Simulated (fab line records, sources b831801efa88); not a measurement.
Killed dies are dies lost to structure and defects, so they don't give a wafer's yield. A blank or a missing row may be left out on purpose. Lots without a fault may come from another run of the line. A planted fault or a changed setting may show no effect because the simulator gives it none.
Split-lot experiment | flow sfq_line | 5 lots, 23 wafers read, on a route of 325 steps

THE SPLIT
At SFQ_TRILAYER_M2_ETCH_METAL_ETCH_060 (etches Nb in Cl2/Ar, stops on SiO2, target depth 240 nm, time 120 s), the setting icp_w was moved away from the recipe's 600 W on 8 of the 23 wafers read, by +9.1% to +11.8%. The other wafers ran this setting at the recipe's value.

The reading is taken at the split's own step.

THE READING
SiO2_of_TRILAYER_I1_DEP_PECVD_045.thk_nm (the simulator's own value, which no gauge read), in nm, at SFQ_TRILAYER_M2_ETCH_METAL_ETCH_060 (etches Nb in Cl2/Ar, stops on SiO2, target depth 240 nm, time 120 s). The file gives no usual value for it. The 15 wafers here that ran the recipe average 193.1 nm, standard deviation 0.76 nm.

wafer  | tool, chamber at the split | icp_w as run, W | against the recipe | SiO2_of_TRILAYER_I1_DEP_PECVD_045.thk_nm, nm | against lot-mates on the recipe
L076.1 | rie_metal-04, 1            | 600             | recipe             | 193.3                                        | -
L076.2 | rie_metal-04, 0            | 600             | recipe             | 193.6                                        | -
L076.3 | rie_metal-04, 0            | 670.6           | +11.8%             | 190.3                                        | -2.8
L076.4 | rie_metal-04, 1            | 600             | recipe             | 192.3                                        | -
L076.6 | rie_metal-04, 0            | 670.6           | +11.8%             | 190.2                                        | -2.9
L078.1 | rie_metal-02, 0            | 600             | recipe             | 191.5                                        | -
L078.2 | rie_metal-02, 1            | 600             | recipe             | 192.4                                        | -
L078.4 | rie_metal-02, 0            | 600             | recipe             | 192.5                                        | -
L078.5 | rie_metal-02, 1            | 600             | recipe             | 192.9                                        | -
L078.6 | rie_metal-02, 0            | 600             | recipe             | 192.7                                        | -
L079.2 | rie_metal-02, 0            | 600             | recipe             | 193.7                                        | -
L079.3 | rie_metal-02, 0            | 600             | recipe             | 194.3                                        | -
L079.5 | rie_metal-02, 1            | 600             | recipe             | 192.3                                        | -
L080.1 | rie_metal-03, 0            | 660.9           | +10.1%             | 190.9                                        | -2.7
L080.3 | rie_metal-03, 1            | 600             | recipe             | 194.2                                        | -
L080.4 | rie_metal-03, 0            | 660.9           | +10.1%             | 191.8                                        | -1.8
L080.5 | rie_metal-03, 1            | 660.9           | +10.1%             | 190.5                                        | -3.1
L080.6 | rie_metal-03, 0            | 600             | recipe             | 193                                          | -
L081.1 | rie_metal-03, 1            | 600             | recipe             | 193.6                                        | -
L081.2 | rie_metal-03, 0            | 654.4           | +9.1%              | 190.5                                        | -3.1
L081.4 | rie_metal-03, 1            | 654.4           | +9.1%              | 191.3                                        | -2.2
L081.5 | rie_metal-03, 0            | 600             | recipe             | 193.5                                        | -
L081.6 | rie_metal-03, 1            | 654.4           | +9.1%              | 191.2                                        | -2.4

THE FIT
A straight line over all 23 wafers: SiO2_of_TRILAYER_I1_DEP_PECVD_045.thk_nm changes by -0.219 nm for each +1% of icp_w; r = -0.85; the points scatter about the line by 0.69 nm.
The same after taking each lot's own level away (the mean of its wafers on the recipe; 23 wafers): -0.255 nm for each +1%; r = -0.92; scatter 0.55 nm.
On that fit, the largest move of icp_w shifts the reading by 3 nm.
The lots' own levels span 192.40 to 193.60 nm, that is 1.6 times the standard deviation above.
So the lot-to-lot level changes the slope: the two fits differ.
Check: with one of the wafers moved furthest among these (+11.8%) left out of the fit, the line predicts -3.05 nm for it against its lot-mates. It came out at -2.77 nm against them.
Tool readings at the split's step, against how far the setting was moved: oes_product_au r = -0.16.

OTHER SPLITS ON THESE WAFERS
These wafers also went through other splits before the reading. Each is held against what the fit with the lots' levels taken away leaves over:
other split on the same wafers                    | wafers away from the commonest value | r with SiO2_of_TRILAYER_I1_DEP_PECVD_045.thk_nm (lot level and that fit taken away)
SFQ_TRILAYER_I1_DEP_PECVD_045 time_s              | 10                                   | -0.19
SFQ_TRILAYER_I1_VIA_LITHO_COAT_049 resist_thk_nm  | 10                                   | +0.03
SFQ_TRILAYER_I1_VIA_BARC_OPEN_VIA_ETCH_071 time_s | 10                                   | -0.34
SFQ_TRILAYER_M2_DEP_SPUTTER_055 time_s            | 7                                    | -0.02

THE FILE'S OWN FIT
SiO2_of_TRILAYER_I1_DEP_PECVD_045.thk_nm changes by -0.253 nm for each +1% of icp_w, r = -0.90.
